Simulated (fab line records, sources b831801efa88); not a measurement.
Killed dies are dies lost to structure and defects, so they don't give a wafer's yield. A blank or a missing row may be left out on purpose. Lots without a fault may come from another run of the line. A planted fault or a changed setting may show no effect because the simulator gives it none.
Which tool did it? | flow gf180mcu | 12 lots, 34 wafers sampled, at 7 steps of a route of 602

WHAT THE GAUGES READ, wafer by wafer
GF_SAB_OVL_MEAS_10.
lot  | measured     | on         | SAB_OVL (nm)
L599 | day 15 01:40 | overlay-02 | 0.1 2.1 1.2
L600 | day 15 09:20 | overlay-02 | 0.7 1.6 2.7
L604 | day 16 23:24 | overlay-01 | 3.4 3.5 4.4
L608 | day 18 05:59 | overlay-02 | -0.8 -0.9 -1.5
L609 | day 18 19:14 | overlay-01 | 1.3 -0.1 2.4
L610 | day 19 01:19 | overlay-01 | 2.3 1.6
L611 | day 19 12:45 | overlay-02 | 2.8 2.5
L618 | day 22 01:44 | overlay-01 | 2.9 3.6 1.3
L619 | day 22 10:58 | overlay-01 | -0.3 -1.1 0.6
L620 | day 22 12:17 | overlay-02 | 1.5 0.2 1.6
L621 | day 22 21:02 | overlay-02 | 2.0 1.2 2.1
L622 | day 23 00:56 | overlay-02 | 3.4 2.4 3.0

GF_CONTACT_RS_MEAS_25: measures by four-point-probe.
lot  | measured     | on            | CONTACT_W_RS (ohm/sq)
L599 | day 16 02:20 | film_metro-03 | 0.382 0.369 0.380
L600 | day 16 10:04 | film_metro-02 | 0.384 0.379 0.387
L604 | day 18 01:18 | film_metro-03 | 0.385 0.378 0.381
L608 | day 19 08:49 | film_metro-04 | 0.379 0.381 0.384
L609 | day 19 22:03 | film_metro-02 | 0.241 0.376 0.378
L610 | day 20 04:12 | film_metro-04 | 0.243 0.384
L611 | day 20 16:09 | film_metro-03 | 0.241 0.379
L618 | day 23 02:43 | film_metro-04 | 0.374 0.374 0.379
L619 | day 23 12:20 | film_metro-03 | 0.378 0.381 0.383
L620 | day 23 13:16 | film_metro-03 | 0.380 0.380 0.378
L621 | day 23 22:01 | film_metro-04 | 0.387 0.384 0.386
L622 | day 24 01:29 | film_metro-04 | 0.381 0.385 0.383

GF_CONTACT_THK_MEAS_26: measures by xrf.
lot  | measured     | on            | CONTACT_W_THK (nm)
L599 | day 16 02:26 | film_metro-03 | 322 335 325
L600 | day 16 10:09 | film_metro-02 | 316 319 314
L604 | day 18 01:24 | film_metro-03 | 318 326 321
L608 | day 19 08:55 | film_metro-04 | 319 318 312
L609 | day 19 22:10 | film_metro-02 | 513 321 321
L610 | day 20 04:19 | film_metro-04 | 511 315
L611 | day 20 16:15 | film_metro-03 | 530 323
L618 | day 23 02:50 | film_metro-04 | 319 320 318
L619 | day 23 12:26 | film_metro-03 | 323 320 319
L620 | day 23 13:23 | film_metro-03 | 321 321 322
L621 | day 23 22:08 | film_metro-04 | 310 312 310
L622 | day 24 01:36 | film_metro-04 | 317 313 314

GF_V2_OVL_MEAS_15.
lot  | measured     | on         | V2_OVL (nm)
L599 | day 20 06:01 | overlay-02 | -5 6 6
L600 | day 20 15:28 | overlay-01 | -3 -4 4
L604 | day 22 06:51 | overlay-01 | 3 -5 -10
L608 | day 23 12:43 | overlay-01 | 7 1 5
L609 | day 24 00:35 | overlay-02 | 2 6 5
L610 | day 24 04:51 | overlay-02 | 8 -2
L611 | day 24 15:55 | overlay-02 | 1 -1
L618 | day 26 22:33 | overlay-01 | 2 2 8
L619 | day 27 06:35 | overlay-02 | 2 6 2
L620 | day 27 07:24 | overlay-01 | 2 7 -5
L621 | day 27 16:19 | overlay-02 | -3 1 1
L622 | day 27 17:29 | overlay-01 | -1 -8 -1

WHICH TOOL RAN EACH LOT (tool, then ch and the chambers of the sampled wafers, then the start)
lot  | GF_CONTACT_CVD_24             | GF_CONTACT_CMP_27             | GF_M2_SPUTTER_03
L599 | cvd_w-02 ch 0,1, day 16 02:14 | cmp-01 ch 0,1,2, day 16 02:35 | pvd_sputter-01, day 18 03:50
L600 | cvd_w-02 ch 0,1, day 16 09:56 | cmp-01 ch 0,2,3, day 16 10:20 | pvd_sputter-01, day 18 12:28
L604 | cvd_w-01 ch 0,1, day 18 01:08 | cmp-01 ch 1,2, day 18 01:26   | pvd_sputter-03, day 20 06:24
L608 | cvd_w-02 ch 0,1, day 19 08:41 | cmp-01 ch 1,2,3, day 19 09:07 | pvd_sputter-02, day 21 12:55
L609 | cvd_w-02 ch 1, day 19 21:57   | cmp-01 ch 0,1,3, day 19 22:20 | pvd_sputter-01, day 22 02:05
L610 | cvd_w-02 ch 1, day 20 04:06   | cmp-01 ch 1,3, day 20 04:29   | pvd_sputter-01, day 22 06:18
L611 | cvd_w-02 ch 1, day 20 16:02   | cmp-02 ch 1,2, day 20 16:23   | pvd_sputter-03, day 22 17:40
L618 | cvd_w-02 ch 0,1, day 23 02:36 | cmp-02 ch 0,1, day 23 02:53   | pvd_sputter-01, day 25 02:43
L619 | cvd_w-01 ch 0,1, day 23 12:13 | cmp-02 ch 1,2,3, day 23 12:35 | pvd_sputter-03, day 25 11:35
L620 | cvd_w-02 ch 0,1, day 23 13:10 | cmp-02 ch 0,3, day 23 13:30   | pvd_sputter-03, day 25 12:40
L621 | cvd_w-02 ch 0,1, day 23 21:55 | cmp-02 ch 0,2,3, day 23 22:12 | pvd_sputter-03, day 25 21:42
L622 | cvd_w-02 ch 0,1, day 24 01:23 | cmp-01 ch 0,3, day 24 01:40   | pvd_sputter-02, day 25 23:59
- GF_CONTACT_CVD_24: deposits W, target thk 300 nm, time 90.339 s.
- GF_CONTACT_CMP_27: polishes, stops on SiO2, t overpolish 15 s, target thk 0 nm.
- GF_M2_SPUTTER_03: material Ti, target thk 10 nm, time 6.7 s.

WHAT THE TOOLS THEMSELVES READ (means of the sampled wafers that have a number; where no wafer has one, the mark that the record gives instead)
GF_CONTACT_CVD_24.
lot  | tool     | chamber_pressure_Torr (Torr) | heater_power_w (W) | susceptor_temp_C (C)
L599 | cvd_w-02 | 39.95                        | 846                | 400.22
L600 | cvd_w-02 | 39.97                        | 853                | 400.16
L604 | cvd_w-01 | 39.91                        | 863                | 399.93
L608 | cvd_w-02 | 39.90                        | 790                | 400.11
L609 | cvd_w-02 | 40.11                        | 778                | 399.94
L610 | cvd_w-02 | 39.97                        | 769                | 400.10
L611 | cvd_w-02 | 39.98                        | 785                | 399.67
L618 | cvd_w-02 | 39.99                        | 808                | 400.02
L619 | cvd_w-01 | 39.89                        | 854                | 399.92
L620 | cvd_w-02 | 39.98                        | 814                | 400.00
L621 | cvd_w-02 | 39.98                        | 788                | 399.87
L622 | cvd_w-02 | 40.03                        | 810                | 400.05

GF_CONTACT_CMP_27.
lot  | tool   | edge_zone_pressure_frac | motor_current_A (A) | slurry_filter_dp_kPa (kPa) | time_to_endpoint_s (s)
L599 | cmp-01 | 1.003                   | 11.4                | 13.33                      | 72
L600 | cmp-01 | 0.996                   | 11.3                | 13.48                      | 71
L604 | cmp-01 | 1.001                   | 10.4                | 13.47                      | 74
L608 | cmp-01 | 1.002                   | 10.0                | 13.56                      | 76
L609 | cmp-01 | 0.999                   | 10.4                | 13.54                      | 85
L610 | cmp-01 | 1.003                   | 9.9                 | 13.54                      | 94
L611 | cmp-02 | 0.999                   | 11.3                | 13.46                      | 92
L618 | cmp-02 | 1.005                   | 11.6                | 13.40                      | 77
L619 | cmp-02 | 1.002                   | 11.9                | 13.59                      | 71
L620 | cmp-02 | 1.004                   | 11.4                | 13.43                      | 74
L621 | cmp-02 | 1.002                   | 11.0                | 13.54                      | 68
L622 | cmp-01 | 1.001                   | 10.6                | 13.50                      | 73

GF_M2_SPUTTER_03.
lot  | tool           | throttle_valve_pct (%)
L599 | pvd_sputter-01 | 30.2
L600 | pvd_sputter-01 | 30.2
L604 | pvd_sputter-03 | 31.2
L608 | pvd_sputter-02 | 29.4
L609 | pvd_sputter-01 | 29.9
L610 | pvd_sputter-01 | 30.0
L611 | pvd_sputter-03 | 30.6
L618 | pvd_sputter-01 | 30.5
L619 | pvd_sputter-03 | 31.0
L620 | pvd_sputter-03 | 30.7
L621 | pvd_sputter-03 | 30.9
L622 | pvd_sputter-02 | 30.4

THE ANSWER, worked out from the rows above alone
Rule: what is usual is taken from the lots themselves. Put in order of their means at a reading, lots are off if they are a third of the lots or fewer, leave a main group of 4 or more, and stand apart from it by a gap of 3 or more times the standard deviation of the main group's means; of several such gaps the widest counts. A main group whose means are all the same, to the digits that the tables above print for the reading, isn't used. A lot without any number at a reading at which 4 lots or more have one is off too. The other lots that the step has rows for count as sound. The gauges are gone through in route order, then the tools' own readings, and for those a lot's mean is taken as printed above. The first step at which some lot is off is used, and at that step the reading that is off furthest; a lot without a number counts as furthest.
Off: L609, L610, L611, at GF_CONTACT_RS_MEAS_25 (CONTACT_W_RS). The main group: mean 0.381 ohm/sq, standard deviation 0.003.
A tool fits if, at a process step before that reading, it ran every lot that is off, and no sound lot after the first of them. The gauges at GF_CONTACT_RS_MEAS_25 aren't tried: what is off there is off at GF_CONTACT_CMP_27 too, on other tools, and a gauge's error can't cause that. None of those tried fits.

WHAT THE SIMULATOR HAD PUT IN
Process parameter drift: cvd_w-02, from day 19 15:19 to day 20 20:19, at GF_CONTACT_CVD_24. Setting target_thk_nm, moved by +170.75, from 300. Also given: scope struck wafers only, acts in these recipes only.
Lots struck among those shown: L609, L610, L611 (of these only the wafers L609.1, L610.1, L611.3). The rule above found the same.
